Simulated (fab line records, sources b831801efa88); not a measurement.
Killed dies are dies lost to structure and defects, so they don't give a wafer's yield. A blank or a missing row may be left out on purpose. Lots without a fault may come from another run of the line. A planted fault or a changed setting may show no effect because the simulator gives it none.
Chamber matching | flow sky130 | SKY_POLY_CUT_ETCH_10 on rie_diel-02: 4 sister chambers
The step etches BARC in N2/H2, stops on SiO2, time 45.9 s, target depth 60 nm. 18 wafers are shown with their chamber, then 9 later ones without.

WAFERS WITH THEIR CHAMBER
wafer  | chamber | drypump_motor_current_A (A) | oes_product_au (a.u.) | throttle_valve_pct (%)
L278.1 | 0       | 5.9                         | 0.850                 | 13.242
L278.2 | 2       | 5.4                         | 0.848                 | 13.223
L278.3 | 3       | 6.1                         | 0.855                 | 13.227
L280.1 | 3       | 6.2                         | 0.849                 | 13.212
L280.3 | 2       | 5.4                         | 0.851                 | 13.234
L280.4 | 0       | 6.0                         | 0.853                 | 13.240
L279.3 | 0       | 6.0                         | 0.847                 | 13.196
L279.5 | 1       | 5.9                         | 0.852                 | 13.207
L279.6 | 2       | 5.4                         | 0.850                 | 13.235
L283.1 | 2       | 5.4                         | 0.855                 | 13.217
L283.4 | 1       | 5.9                         | 0.852                 | 13.231
L283.5 | 1       | 5.9                         | 0.854                 | 13.220
L284.3 | 1       | 5.9                         | 0.856                 | 13.222
L284.5 | 2       | 5.4                         | 0.856                 | 13.217
L284.6 | 1       | 5.9                         | 0.858                 | 13.230
L285.1 | 0       | 6.0                         | 0.859                 | 13.205
L285.4 | 3       | 6.2                         | 0.855                 | 13.224
L285.6 | 1       | 5.9                         | 0.851                 | 13.228

SIGNATURES (means of the wafers above)
reading                 | chamber 0 | chamber 1 | chamber 2 | chamber 3 | scatter within a chamber
drypump_motor_current_A | 5.975     | 5.900     | 5.400     | 6.167     | 0.0318
oes_product_au          | 0.85225   | 0.85383   | 0.85200   | 0.85300   | 0.00364
throttle_valve_pct      | 13.22075  | 13.22300  | 13.22520  | 13.22100  | 0.0134
Rule: a wafer's distance from a chamber is the root of the sum, over the readings, of the square of ((its reading less the chamber's mean) divided by the reading's scatter). The wafer belongs to the nearest chamber; if the next one is less than 2 further off, it can't be placed. The scatter: the root of (the sum of the squares of (reading less its chamber's mean) over the shown wafers, divided by (wafers less chambers)).

WAFERS WITHOUT THEIR CHAMBER
wafer  | drypump_motor_current_A (A) | oes_product_au (a.u.) | throttle_valve_pct (%)
L287.1 | 6.1                         | 0.850                 | 13.235
L287.4 | 6.0                         | 0.862                 | 13.228
L287.5 | 5.9                         | 0.850                 | 13.226
L288.2 | 5.9                         | 0.853                 | 13.231
L288.4 | 5.4                         | 0.861                 | 13.228
L288.6 | 6.1                         | 0.860                 | 13.230
L298.1 | 6.1                         | 0.859                 | 13.233
L298.4 | 6.0                         | 0.854                 | 13.241
L298.5 | 6.0                         | 0.854                 | 13.223

WHICH CHAMBER EACH WENT THROUGH
wafer  | from the rows above     | in truth
L287.1 | can't be placed: 3 or 0 | 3
L287.4 | can't be placed: 0 or 1 | 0
L287.5 | can't be placed: 1 or 0 | 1
L288.2 | can't be placed: 1 or 0 | 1
L288.4 | 2                       | 2
L288.6 | can't be placed: 3 or 0 | 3
L298.1 | can't be placed: 3 or 0 | 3
L298.4 | can't be placed: 0 or 1 | 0
L298.5 | 0                       | 0
Placed correctly: 2 of 9. Can't be placed from these rows: 7 (the true chamber is among the candidates in 7). Placed wrongly: 0.
